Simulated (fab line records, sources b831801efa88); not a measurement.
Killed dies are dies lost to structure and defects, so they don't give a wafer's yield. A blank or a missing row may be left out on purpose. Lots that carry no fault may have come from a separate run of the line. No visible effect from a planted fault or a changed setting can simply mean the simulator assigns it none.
Which of the tools did it? :: flow gf180mcu :: Sampling: 14 lots, 42 wafers, 2 of 602 route steps

## WHAT EACH GAUGE READ, for each wafer
GF_SAB_CD_MEAS_09: the cd target is 420 nm. Usual: cd nm reads 419.8 nm (standard deviation 2).
lot: L473
measured: day 16 20:46
on: cd sem-01
cd nm (nm): 419.3 418.3 417.8
flag: 

lot: L474
measured: day 17 09:00
on: cd sem-02
cd nm (nm): 415.2 414.5 415.4
flag: 

lot: L475
measured: day 17 12:22
on: cd sem-02
cd nm (nm): 419.5 417.0 420.3
flag: 

lot: L476
measured: day 18 02:07
on: cd sem-01
cd nm (nm): 418.4 417.6 418.8
flag: 

lot: L480
measured: day 19 10:26
on: cd sem-01
cd nm (nm): 420.4 419.0 419.2
flag: 

lot: L484
measured: day 20 16:15
on: cd sem-01
cd nm (nm): 421.7 420.1 420.2
flag: 

lot: L485
measured: day 21 07:40
on: cd sem-02
cd nm (nm): 422.0 421.4 422.4
flag: 

lot: L486
measured: day 21 12:07
on: cd sem-02
cd nm (nm): 417.6 415.1 418.0
flag: 

lot: L488
measured: day 21 23:55
on: cd sem-02
cd nm (nm): 420.3 420.6 420.0
flag: 

lot: L489
measured: day 22 11:29
on: cd sem-02
cd nm (nm): 422.2 422.4 421.8
flag: 

lot: L491
measured: day 23 05:34
on: cd sem-02
cd nm (nm): 417.2 419.7 416.1
flag: 

lot: L492
measured: day 23 07:11
on: cd sem-02
cd nm (nm): 422.4 420.5 421.7
flag: 

lot: L494
measured: day 23 21:25
on: cd sem-01
cd nm (nm): 419.2 423.6 424.5
flag: 

lot: L495
measured: day 24 06:55
on: cd sem-02
cd nm (nm): 417.6 417.9 418.0
flag: 

GF_SAB_OVL_MEAS_10. Usual: SAB_OVL typically reads -0.1 nm, with standard deviation 1.3.
lot: L473
measured: day 16 20:53
on: overlay-02
SAB_OVL (nm): -1.4 -2.1 -2.1
flag: 

lot: L474
measured: day 17 09:07
on: overlay-01
SAB_OVL (nm): -3.0 -3.1 -0.5
flag: 

lot: L475
measured: day 17 12:29
on: overlay-01
SAB_OVL (nm): -1.1 0.9 0.5
flag: 

lot: L476
measured: day 18 02:14
on: overlay-01
SAB_OVL (nm): -1.4 -1.1 0.0
flag: 

lot: L480
measured: day 19 10:32
on: overlay-01
SAB_OVL (nm): 1.8 0.3 -0.9
flag: 

lot: L484
measured: day 20 16:20
on: overlay-02
SAB_OVL (nm): -2.1 -0.9 0.8
flag: 

lot: L485
measured: day 21 07:47
on: overlay-01
SAB_OVL (nm): 1.1 0.7 0.8
flag: 

lot: L486
measured: day 21 12:14
on: overlay-01
SAB_OVL (nm): 0.7 0.5 1.4
flag: 

lot: L488
measured: day 22 00:02
on: overlay-02
SAB_OVL (nm): -0.5 -1.2 -2.0
flag: 

lot: L489
measured: day 22 11:35
on: overlay-01
SAB_OVL (nm): 0.8 1.9 1.7
flag: 

lot: L491
measured: day 23 05:38
on: overlay-01
SAB_OVL (nm): -1.7 -1.9 -0.1
flag: 

lot: L492
measured: day 23 07:17
on: overlay-01
SAB_OVL (nm): -0.4 2.2 0.9
flag: 

lot: L494
measured: day 23 21:32
on: overlay-01
SAB_OVL (nm): 1.8 0.6 1.5
flag: 

lot: L495
measured: day 24 07:00
on: overlay-01
SAB_OVL (nm): -0.5 1.7 0.6
flag: 

## TOOL THAT RAN EACH LOT (tool first, then ch and the chambers of the sampled wafers, then the start)
Before these readings, the record contains no process step.

## AS READ BY THE TOOLS THEMSELVES (means over the sampled wafers that have a number; for cases with no such wafer, the mark the record gives instead)
The record holds no such reading with a usual standard deviation.

## THE ANSWER, worked out from the rows above alone
Rule: lot off if the mean of its wafers having a number is beyond 3 standard deviations from the usual mean. Also off: a lot with no number at a reading for which 4 or more lots have one. All remaining lots with rows at the step are treated as sound. Order of review: gauges by route order, followed by the tools' own readings, for which a lot's mean as printed above is used. The first step at which some lot is off is used, and at that step the reading that is off furthest; a lot without a number counts as furthest.
Across all readings shown, no lot is off: no conclusion can be drawn from this.

## WHAT THE SIMULATOR PUT IN
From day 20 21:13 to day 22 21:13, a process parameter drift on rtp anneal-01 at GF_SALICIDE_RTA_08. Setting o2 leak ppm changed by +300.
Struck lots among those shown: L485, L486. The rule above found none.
